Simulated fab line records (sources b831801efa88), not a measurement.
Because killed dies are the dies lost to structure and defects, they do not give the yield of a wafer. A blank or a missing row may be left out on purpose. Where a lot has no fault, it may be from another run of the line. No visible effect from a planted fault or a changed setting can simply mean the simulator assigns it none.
fab line records + flow sfqLine
record:
- lots: 16
- wafers: 48
- lastDay: 77
route steps=325 shown I4@164
lots untouched by any fault: they come from a run of this same line in which no faults occurred
startH: the number of hours between the record's first day and the start of the first shown wafer of the lot + waitH: time in hours since the lot's previous step + " as in the row above + L1.1+2: several wafers, shown together as one row + - value missing, or start not given + * or withheld: withheld + < > ~ a bound
route shown NAME@n: a module of which the file shows steps, and the number in the route of the first + usual: mean/standard deviation of fault-free wafers + same: alike in all rows + chamber/n: place in a boat + sites: each site's reading + _std_site: the values' standard deviation + _edge_site: inner sites' mean taken away from outer sites' mean + radiusMm: for every site, how far away it sits from the centre of the wafer + mask NAME#n: copy n + behind: the most recent tool/chamber to have shaped the wafer + hold: what put the lot on hold/how long, in hours/how the hold closed + device: whichever transistor did not switch (one of n, p or np) + end of line: tests run on the same wafers once the route is complete + step lacking rows: just its recipe + killed: at the first sort, the dies lost to defects and structure; wafer yield is something else + map: a wafer's dies, x killed, . not, _ none there
set.NAME: the run value of the setting; set.NAME@STEP: its run value at that earlier step + model.NAME: the simulator's own value behind a step, which no gauge read
the route's steps for a sample of lots (tables are steps, rows are wafers)
services: when a tool's chamber went out of use (startH, in hours from the record's first day, below 0 if earlier), for how many hours, and the reason
== steps ==
step: SFQ_TRILAYER_I4_CMP_CMP_100
recipe:
- material: SiO2
- downForcePsi: 3
- platenRpm: 60
- padVelocityMS: 0.94248
usual:
- edgeZonePressureFrac: 1.000/0.0051
- headPressurePsi: 3.000/0.006
- motorCurrentA: 9.8/0.7
- slurryFlowMlMin: 150.0/0.46
- timeToEndpointS: 217/9.5
| lot.wafer | tool   | chamber | startH | waitH | edgeZonePressureFrac | headPressurePsi | motorCurrentA | slurryFlowMlMin | timeToEndpointS |
|-----------|--------|---------|--------|-------|----------------------|-----------------|---------------|-----------------|-----------------|
| L544.3    | cmp-01 | 3       | 841.40 | 41.8  | 1.003                | 2.993           | 9.3           | 149.8           | 205             |
| L544.2    | "      | 1       | 842.40 | 42.8  | 0.994                | 3.001           | 9.3           | 150.0           | 207             |
| L544.5    | "      | 3       | 843.40 | 43.8  | 0.997                | 2.997           | 9.2           | 149.6           | 218             |
| L545.2    | cmp-01 | 0       | 843.90 | 41.9  | 0.997                | 2.994           | 9.6           | 149.5           | 215             |
| L545.4    | "      | 3       | 845.40 | 43.4  | 0.996                | 2.998           | 9.2           | 149.4           | 222             |
| L545.6    | "      | 0       | "      | "     | 0.997                | 2.992           | 9.0           | 150.1           | 220             |
| L546.3    | cmp-01 | 2       | 847.90 | 44.8  | 0.989                | 2.997           | 9.7           | 150.8           | 232             |
| L546.1    | "      | 3       | "      | "     | 0.998                | 3.008           | 9.5           | 150.3           | 213             |
| L546.6    | "      | 0       | "      | "     | 1.000                | 3.004           | 9.7           | 150.0           | 233             |
| L549.3    | cmp-01 | 3       | 864.90 | 45.2  | 1.012                | 3.011           | 9.6           | 149.6           | 208             |
| L549.2    | "      | 1       | 865.90 | 46.2  | 1.005                | 3.011           | 9.3           | 150.7           | 213             |
| L549.1    | "      | 2       | "      | "     | 0.998                | 2.996           | 10.1          | 150.3           | 217             |
| L550.3    | cmp-01 | 0       | 874.90 | 48.2  | 0.999                | 3.168           | 10.0          | 150.3           | 211             |
| L550.2    | "      | 1       | "      | "     | 0.995                | 3.173           | 9.7           | 150.0           | 201             |
| L550.5    | "      | 3       | 876.40 | 49.6  | 0.995                | 3.177           | 9.3           | 149.9           | 203             |
| L551.2    | cmp-01 | 1       | 876.90 | 46.6  | 1.000                | 3.170           | 10.0          | 150.2           | 201             |
| L551.1    | "      | 0       | 878.40 | 48.1  | 1.006                | 3.172           | 9.8           | 150.7           | 204             |
| L551.6    | "      | 1       | "      | "     | 0.991                | 3.173           | 9.4           | 149.8           | 200             |
| L553.3    | cmp-01 | 3       | 885.90 | 45.2  | 1.012                | 3.179           | 9.5           | 149.6           | 194             |
| L553.1    | "      | 1       | 886.90 | 46.2  | 1.001                | 3.162           | 10.0          | 150.0           | 193             |
| L553.6    | "      | 3       | 887.90 | 47.2  | 1.009                | 3.171           | 9.7           | 150.1           | 205             |
| L554.3    | cmp-02 | 0       | 894.58 | 46.6  | 1.009                | 3.001           | 10.1          | 150.1           | 201             |
| L554.5    | "      | 2       | 895.58 | 47.5  | 1.006                | 3.001           | 10.0          | 149.4           | 219             |
| L554.6    | "      | 3       | "      | "     | 1.001                | 2.992           | 11.5          | 150.1           | 211             |
| L556.2    | cmp-01 | 0       | 903.90 | 46.2  | 0.989                | 3.172           | 10.2          | 149.9           | 194             |
| L556.5    | "      | 0       | 905.90 | 48.2  | 0.996                | 3.174           | 9.9           | 149.9           | 201             |
| L556.6    | "      | 1       | "      | "     | 0.999                | 3.165           | 10.1          | 150.2           | 197             |
| L561.3    | cmp-02 | 2       | 940.58 | 50.5  | 1.005                | 3.000           | 10.0          | 150.7           | 219             |
| L561.5    | "      | 0       | 941.58 | 51.5  | 0.995                | 3.018           | 10.0          | 150.2           | 230             |
| L561.6    | "      | 1       | "      | "     | 1.001                | 2.992           | 9.0           | 149.7           | 220             |
| L562.1    | cmp-02 | 1       | 945.58 | 48.0  | 0.995                | 3.011           | 8.9           | 150.1           | 211             |
| L562.3    | "      | 2       | "      | "     | 1.001                | 3.009           | 10.8          | 149.4           | 218             |
| L562.2    | "      | 3       | "      | "     | 1.001                | 2.996           | 11.4          | 150.0           | 216             |
| L563.2    | cmp-01 | 2       | 957.90 | 49.8  | 1.000                | 2.998           | 9.9           | 149.3           | 216             |
| L563.1    | "      | 1       | 959.40 | 51.3  | 0.998                | 3.004           | 9.7           | 150.1           | 203             |
| L563.5    | "      | 2       | "      | "     | 1.006                | 3.000           | 9.5           | 150.1           | 230             |
| L564.3    | cmp-02 | 0       | 966.58 | 51.3  | 0.992                | 2.997           | 9.6           | 149.8           | 235             |
| L564.2    | "      | 1       | "      | "     | 0.999                | 2.997           | 8.6           | 149.9           | 213             |
| L564.5    | "      | 1       | 969.08 | 53.8  | 1.004                | 2.996           | 8.4           | 150.4           | 218             |
| L565.4    | cmp-01 | 1       | 973.81 | 56.1  | 0.997                | 3.003           | 9.6           | 150.4           | 202             |
| L565.1    | "      | 2       | "      | "     | 0.998                | 3.000           | 9.6           | 149.8           | 216             |
| L565.5    | "      | 3       | "      | "     | 0.996                | 2.995           | 9.2           | 150.4           | 213             |
| L566.4    | cmp-01 | 2       | 976.81 | 55.5  | 0.999                | 2.996           | 9.4           | 149.2           | 231             |
| L566.6    | "      | 0       | 977.81 | 56.5  | 1.001                | 3.000           | 9.4           | 150.4           | 216             |
| L566.5    | "      | 1       | "      | "     | 0.995                | 3.003           | 10.2          | 149.9           | 214             |
| L567.2    | cmp-01 | 3       | 978.81 | 56.4  | 0.999                | 3.003           | 9.6           | 150.6           | 213             |
| L567.5    | "      | 3       | 980.81 | 58.3  | 1.008                | 2.989           | 9.3           | 150.3           | 224             |
| L567.6    | "      | 0       | "      | "     | 1.000                | 2.996           | 9.4           | 149.2           | 218             |
== services ==
| tool   | chamber | startH | hours | kind                          |
|--------|---------|--------|-------|-------------------------------|
| cmp-02 | -       | 891.70 | 0.2   | repair                        |
| cmp-02 | -       | 914.58 | 4.0   | pm                            |
| cmp-02 | -       | 918.58 | -     | consumableReplace:conditioner |
| cmp-02 | -       | 918.58 | -     | consumableReplace:pad         |
| cmp-01 | -       | 963.90 | 5.9   | pm                            |
== key ==
firstSign:
- step: SFQ_TRILAYER_I4_CMP_CMP_100
- reading: headPressurePsi
- direction: up
- sigmas: 29
- usual: 3.000
- struck: 3.171
effect:
- step: SFQ_TRILAYER_I4_CMP_CMP_100
- reading: timeToEndpointS
- direction: down
- sigmas: 1.7
- usual: *
- struck: *
metAt SFQ_TRILAYER_I4_CMP_CMP_100
struckLots L550,L551,L553,L556
fault:
- kind: processParameterDrift
- tool: cmp-01
- chamber: -
- onsetH: 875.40
- steps: SFQ_TRILAYER_I4_CMP_CMP_100
- channel: downForcePsi
- offset: 0.16956
- shape: step
- endH: 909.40
- actsIn: theseRecipesOnly
- stated: 3
